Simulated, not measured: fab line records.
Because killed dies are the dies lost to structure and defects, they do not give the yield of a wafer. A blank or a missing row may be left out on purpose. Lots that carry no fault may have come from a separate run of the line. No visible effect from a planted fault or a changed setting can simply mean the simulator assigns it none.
Which of the tools did it? + flow sfq_line + 14 lots, 42 wafers sampled, at 4 steps of a route of 325

== WHAT THE GAUGES READ, wafer by wafer ==
SFQ_I1_BOW_MEAS_912.
| lot  | measured     | on            | I1_BOW (um) |
|------|--------------|---------------|-------------|
| L878 | day 16 07:50 | film_metro-04 | -3 6 2      |
| L879 | day 17 04:50 | film_metro-01 | -6 5 -15    |
| L882 | day 23 16:56 | film_metro-04 | -9 -11 -8   |
| L883 | day 24 06:09 | film_metro-04 | 7 -4 -2     |
| L884 | day 25 06:55 | film_metro-03 | -2 18 18    |
| L885 | day 26 05:56 | film_metro-01 | -5 -4 -8    |
| L886 | day 26 14:42 | film_metro-04 | -2 -10 -4   |
| L887 | day 27 00:56 | film_metro-04 | 3 -6 10     |
| L889 | day 28 05:24 | film_metro-04 | -6 -5 5     |
| L894 | day 28 21:36 | film_metro-03 | 11 4 9      |
| L895 | day 29 01:50 | film_metro-04 | -8 5 -10    |
| L896 | day 29 04:11 | film_metro-03 | 0 -10 4     |
| L897 | day 29 07:47 | film_metro-04 | 0 -4 3      |
| L898 | day 29 10:16 | film_metro-01 | 30 16 3     |

SFQ_I6_BOW_MEAS_941.
| lot  | measured     | on            | I6_BOW (um) |
|------|--------------|---------------|-------------|
| L878 | day 68 20:52 | film_metro-01 | -4 4 1      |
| L879 | day 68 22:17 | film_metro-03 | -12 -2 -22  |
| L882 | day 72 06:19 | film_metro-03 | -15 -17 -14 |
| L883 | day 72 08:07 | film_metro-01 | 13 1 4      |
| L884 | day 74 05:29 | film_metro-03 | 6 27 27     |
| L885 | day 75 00:16 | film_metro-03 | 6 6 1       |
| L886 | day 76 03:32 | film_metro-03 | -3 -11 -7   |
| L887 | day 76 06:34 | film_metro-03 | -2 -12 4    |
| L889 | day 76 11:21 | film_metro-02 | -7 -7 4     |
| L894 | day 77 11:04 | film_metro-02 | 9 3 9       |
| L895 | day 77 16:31 | film_metro-02 | 1 14 -1     |
| L896 | day 77 23:37 | film_metro-02 | 1 -9 6      |
| L897 | day 78 02:37 | film_metro-03 | 3 0 6       |
| L898 | day 78 06:32 | film_metro-02 | 36 23 10    |

== WHAT TOOL EACH LOT RAN ON (gives the tool, then ch and the chambers of the sampled wafers, and finally the start) ==
| lot  | SFQ_TRILAYER_I3_VIA_STRIP_STRIP_089 | SFQ_TRILAYER_A5B_CMP_CMP_130  |
|------|-------------------------------------|-------------------------------|
| L878 | rie_metal-03 ch 0,1, day 35 00:20   | cmp-01 ch 0,1,3, day 47 12:46 |
| L879 | rie_metal-02 ch 0,1, day 35 01:32   | cmp-01 ch 0,1, day 47 14:46   |
| L882 | rie_metal-04 ch 0,1, day 37 14:10   | cmp-02 ch 1,3, day 60 11:07   |
| L883 | rie_metal-02 ch 0,1, day 37 21:16   | cmp-01 ch 0,1,3, day 61 02:37 |
| L884 | rie_metal-03 ch 0,1, day 39 09:37   | cmp-01 ch 0,1,2, day 62 14:35 |
| L885 | rie_metal-03 ch 0,1, day 40 01:13   | cmp-02 ch 1,2,3, day 63 18:08 |
| L886 | rie_metal-03 ch 0,1, day 40 03:37   | cmp-02 ch 0,1,2, day 63 22:12 |
| L887 | rie_metal-02 ch 0, day 40 11:06     | cmp-02 ch 0,2,3, day 64 03:00 |
| L889 | rie_metal-02 ch 0,1, day 48 05:06   | cmp-02 ch 2,3, day 65 17:14   |
| L894 | rie_metal-03 ch 0,1, day 48 18:06   | cmp-01 ch 1,2,3, day 67 00:23 |
| L895 | rie_metal-03 ch 0,1, day 48 20:30   | cmp-01 ch 1,2,3, day 67 04:23 |
| L896 | rie_metal-02 ch 0,1, day 48 22:54   | cmp-02 ch 0,1,3, day 67 05:14 |
| L897 | rie_metal-03 ch 0,1, day 49 05:00   | cmp-02 ch 1,2,3, day 67 08:14 |
| L898 | rie_metal-03 ch 0,1, day 49 08:48   | cmp-02 ch 0,1, day 67 11:14   |
- SFQ_TRILAYER_I3_VIA_STRIP_STRIP_089: strips in O2.
- SFQ_TRILAYER_A5B_CMP_CMP_130: polishes, stops on Nb, target thk 340.7 nm.

== AS READ BY THE TOOLS THEMSELVES (means over the sampled wafers that have a number; for cases with no such wafer, the mark the record gives instead) ==
SFQ_TRILAYER_I3_VIA_STRIP_STRIP_089.
| lot  | tool         | drypump_motor_current_A (A) | oes_product_au (a.u.) |
|------|--------------|-----------------------------|-----------------------|
| L878 | rie_metal-03 | 6.3                         | 1.002                 |
| L879 | rie_metal-02 | 5.5                         | 1.004                 |
| L882 | rie_metal-04 | 5.4                         | 1.000                 |
| L883 | rie_metal-02 | 5.5                         | 1.002                 |
| L884 | rie_metal-03 | 6.3                         | 1.002                 |
| L885 | rie_metal-03 | 6.4                         | 0.999                 |
| L886 | rie_metal-03 | 6.3                         | 0.997                 |
| L887 | rie_metal-02 | 6.2                         | 1.002                 |
| L889 | rie_metal-02 | 5.8                         | 1.005                 |
| L894 | rie_metal-03 | 6.4                         | 0.987                 |
| L895 | rie_metal-03 | 6.3                         | 0.993                 |
| L896 | rie_metal-02 | 5.8                         | 0.991                 |
| L897 | rie_metal-03 | 6.4                         | 0.997                 |
| L898 | rie_metal-03 | 6.3                         | 0.986                 |

SFQ_TRILAYER_A5B_CMP_CMP_130.
| lot  | tool   | head_pressure_psi (psi) | motor_current_A (A) | retaining_ring_pressure_frac | slurry_filter_dp_kPa (kPa) | slurry_flow_ml_min |
|------|--------|-------------------------|---------------------|------------------------------|----------------------------|--------------------|
| L878 | cmp-01 | 2.999                   | 10.5                | 0.996                        | 13.44                      | 149.8              |
| L879 | cmp-01 | 3.000                   | 10.2                | 1.001                        | 13.52                      | 150.1              |
| L882 | cmp-02 | 3.000                   | 12.0                | 1.006                        | 13.53                      | 150.0              |
| L883 | cmp-01 | 2.997                   | 10.4                | 0.999                        | 13.34                      | 149.8              |
| L884 | cmp-01 | 3.004                   | 9.5                 | 0.998                        | 13.46                      | 149.8              |
| L885 | cmp-02 | 2.999                   | 11.1                | 0.998                        | 13.41                      | 149.9              |
| L886 | cmp-02 | 3.003                   | 10.6                | 0.997                        | 13.61                      | 150.2              |
| L887 | cmp-02 | 3.003                   | 10.8                | 1.001                        | 13.66                      | 150.1              |
| L889 | cmp-02 | 2.998                   | 11.4                | 0.992                        | 13.63                      | 150.0              |
| L894 | cmp-01 | 3.064                   | 9.6                 | 1.004                        | 13.46                      | 150.1              |
| L895 | cmp-01 | 3.067                   | 9.3                 | 1.001                        | 13.43                      | 150.1              |
| L896 | cmp-02 | 3.002                   | 10.9                | 0.999                        | 13.54                      | 149.8              |
| L897 | cmp-02 | 3.000                   | 11.1                | 0.999                        | 13.26                      | 150.4              |
| L898 | cmp-02 | 3.006                   | 10.5                | 1.002                        | 13.49                      | 149.8              |

== THE ANSWER, worked out from the rows above alone ==
Rule: what is usual is taken from the lots themselves. Put in order of their means at a reading, lots are off if they are a third of the lots or fewer, leave a main group of 4 or more, and stand apart from it by a gap of 3 or more times the standard deviation of the main group's means; of several such gaps the widest counts. The tables above print the reading to a certain number of digits; a main group whose means all agree to those digits is not used. A lot without any number at a reading at which 4 lots or more have one is off too. Where the step has rows for the other lots, those lots are counted as sound. After the gauges, taken in route order, come the tools' own readings; for these a lot's mean is taken, as printed above. At the first step where some lot is off, the reading lying furthest off is the one used; lots without a number count as furthest.
Off: L894, L895, at SFQ_TRILAYER_A5B_CMP_CMP_130 (head_pressure_psi). The main group: mean 3.001 psi, standard deviation 0.0026.
A tool fits if, at that step or a process step before it, it ran every lot that is off, and no sound lot after the first of them. One candidate fits, namely cmp-01 at SFQ_TRILAYER_A5B_CMP_CMP_130. Its last sound lot is L884 (day 62 14:35), its first lot that is off L894 (day 67 00:23): a fault that began between those two fits.
The tool's own readings at SFQ_TRILAYER_A5B_CMP_CMP_130 bear it out: on the lots that are off they differ by more than 5 times the standard deviation of the sound lots' means. head_pressure_psi reads 3.066 psi there against 3.001 psi on the sound lots.

== WHAT THE SIMULATOR HAD INSERTED ==
cmp-01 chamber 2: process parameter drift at SFQ_TRILAYER_A5B_CMP_CMP_130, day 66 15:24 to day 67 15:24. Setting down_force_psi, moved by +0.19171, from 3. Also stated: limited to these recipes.
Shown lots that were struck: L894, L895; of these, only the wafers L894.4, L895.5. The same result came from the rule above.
